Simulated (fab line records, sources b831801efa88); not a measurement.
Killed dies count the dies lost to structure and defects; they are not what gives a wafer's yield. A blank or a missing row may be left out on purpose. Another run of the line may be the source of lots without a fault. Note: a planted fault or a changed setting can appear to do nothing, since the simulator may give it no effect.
What tool caused it? -- flow sky130 -- 36 wafers from 12 lots sampled at 3 of the route's 708 steps

== WHAT THE GAUGES READ, wafer by wafer ==
SKY_VIA2_THK_MEAS_23: measures by xrf.
lot,measured,on,VIA2_W_THK (nm)
L824,day 36 06:30,film-metro-04,392 395 398
L825,day 36 21:16,film-metro-03,396 394 397
L827,day 37 05:22,film-metro-04,403 395 396
L830,day 38 05:00,film-metro-03,383 382 389
L832,day 39 07:26,film-metro-01,388 398 392
L836,day 40 13:40,film-metro-03,385 386 385
L838,day 41 02:28,film-metro-01,392 386 391
L837,day 41 02:55,film-metro-03,387 388 379
L843,day 42 07:09,film-metro-01,384 389 389
L842,day 42 10:56,film-metro-04,391 389 389
L844,day 42 11:46,film-metro-01,393 386 394
L846,day 43 01:03,film-metro-01,395 398 388

SKY_CAP2M_THK_MEAS_01.
lot,measured,on,CAP2M_CVD_00_THK (nm)
L824,day 39 16:58,film-metro-01,15.56 15.99 15.70
L825,day 40 06:04,film-metro-01,15.27 15.66 15.46
L827,day 40 13:19,film-metro-03,15.63 15.27 15.32
L830,day 41 10:07,film-metro-02,15.28 15.61 15.68
L832,day 42 11:53,film-metro-02,15.31 15.49 15.78
L836,day 43 16:40,film-metro-03,15.79 15.83 15.77
L838,day 44 03:34,film-metro-02,15.45 15.96 15.71
L837,day 44 03:53,film-metro-03,15.13 15.33 15.21
L843,day 45 06:27,film-metro-03,15.37 15.45 15.70
L842,day 45 09:55,film-metro-02,15.36 15.77 15.89
L844,day 45 10:02,film-metro-03,15.40 15.76 15.52
L846,day 45 22:51,film-metro-01,15.35 15.57 15.89

== EACH LOT AND THE TOOL THAT RAN IT (in order: tool; ch and the chambers of the sampled wafers; start) ==
lot,SKY_METAL3_DESCUM_15
L824,"rie-metal-04 ch 0, day 38 12:06"
L825,"rie-metal-01 ch 0, day 39 01:23"
L827,"rie-metal-04 ch 1, day 39 09:05"
L830,"rie-metal-01 ch 0, day 40 07:11"
L832,"rie-metal-04 ch 0,1, day 41 08:52"
L836,"rie-metal-01 ch 0,1, day 42 14:34"
L838,"rie-metal-04 ch 0,1, day 43 02:01"
L837,"rie-metal-01 ch 0,1, day 43 02:22"
L843,"rie-metal-04 ch 0,1, day 44 05:08"
L842,"rie-metal-01 ch 1, day 44 08:56"
L844,"rie-metal-04 ch 0,1, day 44 09:16"
L846,"rie-metal-03 ch 0,1, day 44 22:22"
- SKY_METAL3_DESCUM_15: chemistry O2, time 8 s.

== WHAT THE TOOLS THEMSELVES READ (means of the sampled wafers that have a number; where no wafer has one, the mark that the record gives instead) ==
SKY_METAL3_DESCUM_15.
lot,tool,drypump-motor-current-A (A),oes-product-au (a.u.)
L824,rie-metal-04,4.9,1.010
L825,rie-metal-01,5.3,0.999
L827,rie-metal-04,6.1,0.991
L830,rie-metal-01,5.3,0.990
L832,rie-metal-04,5.7,0.993
L836,rie-metal-01,5.7,1.003
L838,rie-metal-04,5.7,0.990
L837,rie-metal-01,5.7,0.993
L843,rie-metal-04,5.7,1.001
L842,rie-metal-01,6.6,1.010
L844,rie-metal-04,5.3,1.002
L846,rie-metal-03,5.6,0.999

== THE ANSWER, worked out from the rows above alone ==
Rule: the lots themselves supply what counts as usual. The widest of any qualifying gaps counts: lots, ordered by their means at a reading, are off when they make up no more than a third of the lots, leave a main group of 4 or more, and stand apart from it by 3 or more times the standard deviation of that group's means. If all means in a main group match to the digits the tables above print for the reading, that group is not used. Also off: a lot with no number at a reading for which 4 or more lots have one. The other lots that the step has rows for count as sound. The gauges are gone through in route order, then the tools' own readings, and for those a lot's mean is taken as printed above. The first step at which some lot is off is used, and at that step the reading that is off furthest; a lot without a number counts as furthest.
Nothing can be told from this: no lot is off at any reading shown.

== WHAT WAS PUT IN BY THE SIMULATOR ==
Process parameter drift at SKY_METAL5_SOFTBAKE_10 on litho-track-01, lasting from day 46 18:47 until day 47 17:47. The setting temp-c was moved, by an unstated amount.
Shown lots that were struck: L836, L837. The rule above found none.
